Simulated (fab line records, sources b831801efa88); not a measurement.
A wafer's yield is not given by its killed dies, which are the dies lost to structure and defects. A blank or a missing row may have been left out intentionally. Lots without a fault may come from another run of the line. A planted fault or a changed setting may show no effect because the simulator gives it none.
Shared-tool check    flow sfq_line    14 lots and 42 wafers in the sample

THE REASON FOR OPENING IT
At SFQ_M0_RS_MEAS_904 the reading M0_NB_RS is flagged on 2 of 14 lots. Fault-free wafers read 0.887 ohm/sq, with a standard deviation of 0.0088.
Rule: a lot gets a flag if all its wafers with a number sit over 4 standard deviations from that mean, or if no wafer of it has a number. As for the other lots, they are considered sound.

lot   measured      on             M0_NB_RS (ohm/sq), wafer by wafer  flag
L930  day 8 11:56   film_metro-01  0.876 0.893 0.876                  
L931  day 8 19:10   film_metro-04  0.872 0.869 0.881                  
L932  day 9 01:08   film_metro-01  0.883 0.885 0.886                  
L933  day 9 04:44   film_metro-04  0.870 0.867 0.876                  
L935  day 9 23:19   film_metro-01  0.891 0.890 0.891                  
L941  day 11 11:50  film_metro-02  0.749 0.751 0.752                  FLAGGED
L943  day 11 23:17  film_metro-02  0.748 0.744 0.753                  FLAGGED
L944  day 12 06:26  film_metro-04  0.873 0.869 0.875                  
L946  day 13 01:02  film_metro-02  0.896 0.898 0.899                  
L947  day 13 13:16  film_metro-01  0.902 0.896 0.896                  
L948  day 13 22:52  film_metro-01  0.889 0.896 0.887                  
L950  day 14 12:29  film_metro-04  0.897 0.895 0.898                  
L951  day 14 17:31  film_metro-02  0.885 0.884 0.892                  
L952  day 15 00:13  film_metro-02  0.897 0.897 0.892                  
On average the flagged lots' numbers are 0.750 ohm/sq, which is -0.137 ohm/sq against the usual, or -16 standard deviations.

LOT BY LOT: THE TOOL USED
The record keeps 1 process step preceding the reading, out of 325 steps on the route. In each cell: the tool, then ch and the chambers that the sampled wafers went through, then the start.
lot   flag     SFQ_TRILAYER_M0_DEP_SPUTTER_019
L930           pvd_sputter-03, day 8 11:51
L931           pvd_sputter-06, day 8 19:03
L932           pvd_sputter-05, day 9 01:03
L933           pvd_sputter-03, day 9 04:39
L935           pvd_sputter-05, day 9 23:11
L941  FLAGGED  pvd_sputter-06, day 11 11:44
L943  FLAGGED  pvd_sputter-06, day 11 23:08
L944           pvd_sputter-03, day 12 06:20
L946           pvd_sputter-05, day 13 00:56
L947           pvd_sputter-05, day 13 13:10
L948           pvd_sputter-03, day 13 22:46
L950           pvd_sputter-05, day 14 12:22
L951           pvd_sputter-05, day 14 17:22
L952           pvd_sputter-06, day 15 00:06
What these steps do:
- SFQ_TRILAYER_M0_DEP_SPUTTER_019: material Nb, target thk 200 nm, time 133.3 s.
- SFQ_M0_RS_MEAS_904: measures by four-point-probe.

FLAGGED AGAINST TOTAL, ONE TOOL AT A TIME (gauges that did the reading follow at the end)
step                             tool            lots run  flagged  share of the flagged lots  sound lots run after its first flagged lot
SFQ_TRILAYER_M0_DEP_SPUTTER_019  pvd_sputter-03  4         0        none                       -
SFQ_TRILAYER_M0_DEP_SPUTTER_019  pvd_sputter-05  6         0        none                       -
SFQ_TRILAYER_M0_DEP_SPUTTER_019  pvd_sputter-06  4         2        all                        1 (L952)
SFQ_M0_RS_MEAS_904               film_metro-01   5         0        none                       -
SFQ_M0_RS_MEAS_904               film_metro-02   5         2        all                        3 (L946,L951,L952)
SFQ_M0_RS_MEAS_904               film_metro-04   4         0        none                       -

THE TABLE: WHAT IT ALLOWS
Rows of the table that ran all the flagged lots, 2 in number: pvd_sputter-06 at SFQ_TRILAYER_M0_DEP_SPUTTER_019; film_metro-02 at SFQ_M0_RS_MEAS_904.
- pvd_sputter-06 at SFQ_TRILAYER_M0_DEP_SPUTTER_019 ran 4 lots, 2 of them flagged. Sound lots followed the first flagged one (L952) on it, something a lasting fault affecting the whole tool could not allow. Its own readings lie more than 4 standard deviations out on every wafer of the flagged lots: cathode_dc_power_W.
- film_metro-02 at SFQ_M0_RS_MEAS_904 ran 5 lots, 2 of them flagged. Sound lots followed the first flagged one (L946, L951, L952) on it, something a lasting fault affecting the whole tool could not allow.
Not one row of the table ran every flagged lot while running no sound lot after the first.

WHAT THE SIMULATOR HAD INSERTED
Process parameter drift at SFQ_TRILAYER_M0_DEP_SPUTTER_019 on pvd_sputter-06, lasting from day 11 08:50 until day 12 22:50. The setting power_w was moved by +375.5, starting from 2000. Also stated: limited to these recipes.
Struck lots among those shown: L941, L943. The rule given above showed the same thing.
